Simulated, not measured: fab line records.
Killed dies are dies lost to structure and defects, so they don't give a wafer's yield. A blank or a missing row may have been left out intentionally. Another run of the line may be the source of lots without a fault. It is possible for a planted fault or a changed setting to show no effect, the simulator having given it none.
fab line records | flow gf180mcu
record: lots: 12 wafers: 36 lastDay: 34
route steps=602 shown V2@398 M3@409 V3@447 M4@456
lots with no fault: from the same line, run without faults
startH: start of the lot's first displayed wafer, in hours after the record's first day | waitH: time in hours since the lot's previous step | " repeats the value in the row above | L1.1+2: several wafers, shown together as one row | - no value present, or no start provided | * or withheld: withheld | < > ~ a bound
route shown NAME@n: NAME is a module with steps in the file, n the number in the route of the first one | usual: mean/standard deviation taken from wafers without a fault | same: alike in all rows | chamber/n: place in a boat | sites: readings site by site | _std_site: standard deviation across them | _edge_site: inner sites' mean taken away from outer sites' mean | radiusMm: for every site, how far away it sits from the centre of the wafer | mask NAME#n: copy n | behind: the last tool/chamber to shape the wafer | hold: reason for holding the lot/hours on hold/outcome of the hold | device: transistor that didn't switch, given as n, p or np | end of line: tests of these same wafers at the route's end | where a step has no rows: the recipe by itself | killed: count of dies lost to structure and defects at first sort (not the wafer's yield) | map: a wafer's dies, marking killed ones x, the rest . and places with no die _
set.NAME: the setting that was run; set.NAME@STEP: the one run at that earlier step | model.NAME: the simulator's own value behind a step, which no gauge read
the route's steps for a sample of lots (tables are steps, rows are wafers)
services: a tool's chamber out of use, with start hour (startH, from the record's first day; less than 0 if before it), hours out, and reason
== steps ==
step: GF_V2_ETCH_16
recipe: chemistry: N2/H2 targetDepthA: withheld overetchA: withheld timeS: withheld target: BARC ionEnergyEv: 200 sourceW: 500 biasW: 100 pressureMtorr: 30 n2FlowSccm: 100 h2FlowSccm: 200
usual: drypumpMotorCurrentA: 5.7/0.37 h2FlowSccm: 200.0/0.58 oesProductAu: 0.856/0.0046 throttleValvePct: 13.224/0.0092
columns lot.wafer tool chamber startH waitH drypumpMotorCurrentA h2FlowSccm oesProductAu throttleValvePct
L332.1 rieDiel-04 1 478.76 0.0 5.9 200.0 0.855 13.221
L332.2 " 0 " " 5.0 199.9 0.860 13.200
L332.6 " 3 " " 5.8 200.0 0.859 13.212
L335.2 rieDiel-01 1 504.16 0.0 5.3 199.3 0.858 13.229
L335.4 " 3 " " 5.7 200.2 0.861 13.225
L335.6 " 1 " " 5.3 199.2 0.857 13.222
L336.4 rieDiel-02 0 506.15 0.0 5.5 199.7 0.863 13.211
L336.5 " 1 " " 6.1 201.9 0.848 13.229
L336.6 " 2 " " 5.4 200.0 0.858 13.224
L339.1 rieDiel-02 3 537.41 0.0 5.8 199.0 0.851 13.229
L339.2 " 0 " " 5.5 199.6 0.853 13.231
L339.3 " 1 " " 6.1 200.0 0.856 13.221
L340.1 rieDiel-04 3 539.85 0.0 5.7 201.0 0.849 13.213
L340.2 " 2 " " 5.4 199.9 0.858 13.218
L340.5 " 2 " " 5.4 200.4 0.861 13.236
L341.1 rieDiel-01 2 550.75 0.0 6.6 199.7 0.863 13.214
L341.3 " 3 " " 5.7 199.9 0.856 13.234
L341.5 " 3 " " 5.7 200.6 0.856 13.228
L342.1 rieDiel-01 0 555.35 0.0 5.7 199.6 0.864 13.222
L342.3 " 3 " " 5.7 199.4 0.859 13.226
L342.5 " 2 " " 6.6 199.9 0.851 13.200
L350.1 rieDiel-02 2 619.05 0.0 5.4 200.4 0.854 13.231
L350.3 " 0 " " 5.4 200.2 0.862 13.229
L350.6 " 0 " " 5.4 199.6 0.854 13.226
L351.1 rieDiel-02 3 624.40 0.0 5.8 200.1 0.846 13.217
L351.3 " 1 " " 6.1 199.7 0.857 13.226
L351.6 " 0 " " 5.4 200.1 0.852 13.224
L352.1 rieDiel-04 0 634.80 0.0 4.9 199.4 0.856 13.220
L352.2 " 3 " " 5.8 201.7 0.866 13.218
L352.4 " 1 " " 5.9 200.4 0.855 13.235
L353.2 rieDiel-02 2 643.71 0.0 5.4 199.8 0.857 13.220
L353.3 " 3 " " 5.8 199.7 0.861 13.227
L353.4 " 0 " " 5.5 199.7 0.842 13.208
L354.3 rieDiel-02 0 648.15 0.0 5.4 200.7 0.854 13.230
L354.5 " 3 " " 5.8 200.5 0.848 13.223
L354.6 " 0 " " 5.4 199.6 0.860 13.221
step: GF_M3_SPUTTER_00
recipe: material: Ti targetThkNm: 37.5 arrivingIonEnergyEv: 80 substrateTempC: 200 chamberPressurePa: 2 powerW: 4000 timeS: 150
usual: cathodeDcPowerW: 4000.0/0.76 chamberPressurePa: 2.000/0.0042 throttleValvePct: 30.2/0.69
columns lot.wafer tool chamber startH waitH cathodeDcPowerW chamberPressurePa throttleValvePct
L332.1 pvdSputter-03 - 480.26 0.1 3999.2 2.003 29.5
L332.2 " - " " 4001.3 1.998 31.2
L332.6 " - " " 4000.0 1.997 29.7
L335.2 pvdSputter-01 - 505.51 0.1 3999.2 2.000 28.9
L335.4 " - " " 3998.2 2.007 30.3
L335.6 " - " " 4001.1 2.006 30.3
L336.4 pvdSputter-01 - 507.56 0.2 4000.7 1.996 30.4
L336.5 " - " " 3999.7 1.992 28.8
L336.6 " - " " 4000.7 2.002 30.6
L339.1 pvdSputter-01 - 538.76 0.1 3998.9 2.003 28.8
L339.2 " - " " 4000.5 2.000 29.1
L339.3 " - " " 3999.5 1.993 30.5
L340.1 pvdSputter-01 - 541.21 0.1 3999.4 2.003 28.8
L340.2 " - " " 3999.4 2.004 30.7
L340.5 " - " " 3999.7 1.999 29.0
L341.1 pvdSputter-03 - 552.12 0.1 4000.1 2.003 30.5
L341.3 " - " " 4001.9 2.002 29.4
L341.5 " - " " 3999.7 2.012 29.6
L342.1 pvdSputter-04 - 556.71 0.1 3998.9 2.003 29.7
L342.3 " - " " 4000.9 2.001 30.3
L342.5 " - " " 3999.6 1.992 30.7
L350.1 pvdSputter-01 - 620.41 0.2 4000.1 1.994 30.4
L350.3 " - " " 4000.5 2.009 29.0
L350.6 " - " " 3999.9 2.006 30.4
L351.1 pvdSputter-03 - 625.76 0.2 3999.1 2.002 29.6
L351.3 " - " " 4000.2 2.004 31.5
L351.6 " - " " 4000.8 2.004 31.3
L352.1 pvdSputter-04 - 636.40 0.1 4000.3 2.002 30.7
L352.2 " - " " 4001.2 1.995 29.7
L352.4 " - " " 4000.9 1.994 29.6
L353.2 pvdSputter-03 - 645.48 0.1 4000.1 2.006 31.2
L353.3 " - " " 4000.2 1.991 30.5
L353.4 " - " " 4000.8 1.990 29.6
L354.3 pvdSputter-03 - 649.52 0.2 3999.4 2.005 29.5
L354.5 " - " " 4000.6 1.996 31.1
L354.6 " - " " 4000.2 2.000 31.1
step: GF_V3_STRIP_18
recipe: chemistry: O2/N2 powerW: 1400 pressureMtorr: 1500 platenTempC: 250 o2FlowSccm: 3000 n2FlowSccm: 300 overashFraction: 0.5
usual: drypumpMotorCurrentA: 5.9/0.4 heaterPowerW: 328/8.5 oesProductAu: 0.593/0.0052
columns lot.wafer tool chamber startH waitH drypumpMotorCurrentA heaterPowerW oesProductAu rfHoursCounterH
L332.1 plasmaAsher-03 0 528.88 - 6.1 320 0.599 12
L332.2 " 1 " " 5.6 332 0.596 12
L332.6 " 1 " " 5.6 338 0.593 -
L335.2 plasmaAsher-04 1 552.77 - 6.6 342 0.596 43
L335.4 " 1 " " 6.6 329 0.596 -
L335.6 " 0 " " 6.0 329 0.595 -
L336.4 plasmaAsher-01 0 554.82 - 5.5 323 0.591 -
L336.5 " 1 " " 5.4 343 0.591 -
L336.6 " 0 " " 5.5 312 0.590 -
L339.1 plasmaAsher-03 0 584.07 - 6.1 314 0.599 18
L339.2 " 1 " " 5.6 339 0.593 18
L339.3 " 1 " " 5.6 330 0.599 -
L340.1 plasmaAsher-04 0 586.93 - 5.9 319 0.594 47
L340.2 " 1 " " 6.6 331 0.594 47
L340.5 " 0 " " 5.9 325 0.600 -
L341.1 plasmaAsher-04 0 597.72 - 5.9 323 0.597 48
L341.3 " 0 " " 6.0 328 0.590 -
L341.5 " 1 " " 6.6 332 0.599 -
L342.1 plasmaAsher-01 1 602.53 - 5.4 330 0.594 96
L342.3 " 1 " " 5.4 335 0.599 -
L342.5 " 1 " " 5.4 339 0.588 -
L350.1 plasmaAsher-01 0 661.78 - 5.5 317 0.600 102
L350.3 " 0 " " 5.5 330 0.594 -
L350.6 " 0 " " 5.5 320 0.594 -
L351.1 plasmaAsher-03 0 667.07 - 6.1 311 0.589 26
L351.3 " 0 " " 6.1 308 0.600 -
L351.6 " 1 " " 5.6 330 0.604 -
L352.1 plasmaAsher-03 0 677.57 - 6.1 308 0.587 27
L352.2 " 1 " " 5.6 343 0.590 27
L352.4 " 1 " " 5.6 331 0.591 -
L353.2 plasmaAsher-04 1 686.52 - 6.6 336 0.591 58
L353.3 " 1 " " 6.6 332 0.590 -
L353.4 " 0 " " 5.9 333 0.594 -
L354.3 plasmaAsher-01 1 689.76 - 5.4 331 0.588 -
L354.5 " 1 " " 5.4 336 0.603 -
L354.6 " 0 " " 5.5 320 0.590 -
step: GF_M4_SPUTTER_00
recipe: material: Ti targetThkNm: 37.5 arrivingIonEnergyEv: 80 substrateTempC: 200 chamberPressurePa: 2 powerW: 4000 timeS: 150
usual: cathodeDcPowerW: 4000.1/0.67 chamberPressurePa: 1.999/0.0041 throttleValvePct: 29.9/0.98
columns lot.wafer tool chamber startH waitH cathodeDcPowerW chamberPressurePa throttleValvePct
L332.1 pvdSputter-01 - 530.11 0.2 4000.3 2.001 30.6
L332.2 " - " " 4000.3 1.999 30.3
L332.6 " - " " 3999.6 2.001 29.0
L335.2 pvdSputter-01 - 554.00 0.1 4000.2 1.998 30.4
L335.4 " - " " 4000.2 1.998 29.0
L335.6 " - " " 3999.9 2.005 29.0
L336.4 pvdSputter-02 - 556.01 0.2 3998.3 1.999 29.8
L336.5 " - " " 4000.4 2.003 30.0
L336.6 " - " " 3999.4 2.002 30.0
L339.1 pvdSputter-01 - 585.44 0.2 4001.1 1.999 30.5
L339.2 " - " " 4000.8 1.998 29.2
L339.3 " - " " 4001.0 1.998 29.0
L340.1 pvdSputter-01 - 588.16 0.2 - - -
L340.2 " - " " - - -
L340.5 " - " " - - -
L341.1 pvdSputter-02 - 598.95 0.1 - - -
L341.3 " - " " - - -
L341.5 " - " " - - -
L342.1 pvdSputter-01 - 603.79 0.1 - - -
L342.3 " - " " - - -
L342.5 " - " " - - -
L350.1 pvdSputter-02 - 663.01 0.1 3998.9 2.002 27.4
L350.3 " - " " 4000.0 2.001 29.7
L350.6 " - " " 3999.7 2.004 27.8
L351.1 pvdSputter-01 - 668.29 0.1 4000.7 2.000 29.1
L351.3 " - " " 4000.0 1.998 30.4
L351.6 " - " " 3999.8 1.997 30.5
L352.1 pvdSputter-02 - 678.80 0.1 3999.7 2.004 29.8
L352.2 " - " " 3998.3 2.001 30.0
L352.4 " - " " 4001.1 2.002 29.9
L353.2 pvdSputter-02 - 687.74 0.1 3999.8 1.999 27.8
L353.3 " - " " 4000.5 2.005 29.4
L353.4 " - " " 3999.7 1.990 27.7
L354.3 pvdSputter-03 - 690.96 0.1 4000.1 2.006 30.6
L354.5 " - " " 4000.6 1.995 31.4
L354.6 " - " " 3999.8 2.003 30.4
== services ==
columns tool chamber startH hours kind
pvdSputter-01 - 463.74 5.0 repair
pvdSputter-03 - 471.36 2.3 repair
plasmaAsher-04 - 475.42 14.6 pm
pvdSputter-04 - 491.11 1.5 repair
rieDiel-01 3 493.82 8.5 repair
rieDiel-04 2 511.41 16.8 repair
rieDiel-02 - 515.99 1.3 repair
rieDiel-01 2 521.87 2.4 repair
rieDiel-01 1 536.54 27.9 repair
plasmaAsher-01 - 547.11 0.8 repair
rieDiel-04 3 556.80 5.1 repair
rieDiel-02 3 557.15 10.5 repair
rieDiel-01 0 559.79 8.5 repair
plasmaAsher-04 - 568.46 2.8 pm
pvdSputter-04 - 572.58 6.7 repair
rieDiel-02 2 576.02 5.0 repair
pvdSputter-02 - 584.77 2.3 repair
pvdSputter-04 - 592.20 2.5 repair
rieDiel-01 - 605.81 2.8 pm
plasmaAsher-03 - 605.83 3.7 repair
rieDiel-01 - 620.52 1.0 repair
pvdSputter-03 - 635.11 3.2 repair
plasmaAsher-01 - 669.82 1.3 repair
rieDiel-01 3 688.78 3.6 repair
== key ==
firstSign: step: GF_M4_SPUTTER_00 reading: toolRecord direction: missing
effect none on later readings
metAt GF_M4_SPUTTER_00
struckLots L340,L341,L342
notActingAt GF_V2_ETCH_16,GF_M3_SPUTTER_00,GF_V3_STRIP_18
onsetBetween 585.44 588.16
fault: kind: skippedStepWhole tool: pvdSputter-01,pvdSputter-02 chamber: - onsetH: 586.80 steps: GF_M4_SPUTTER_00 scope: struckLotsOnly
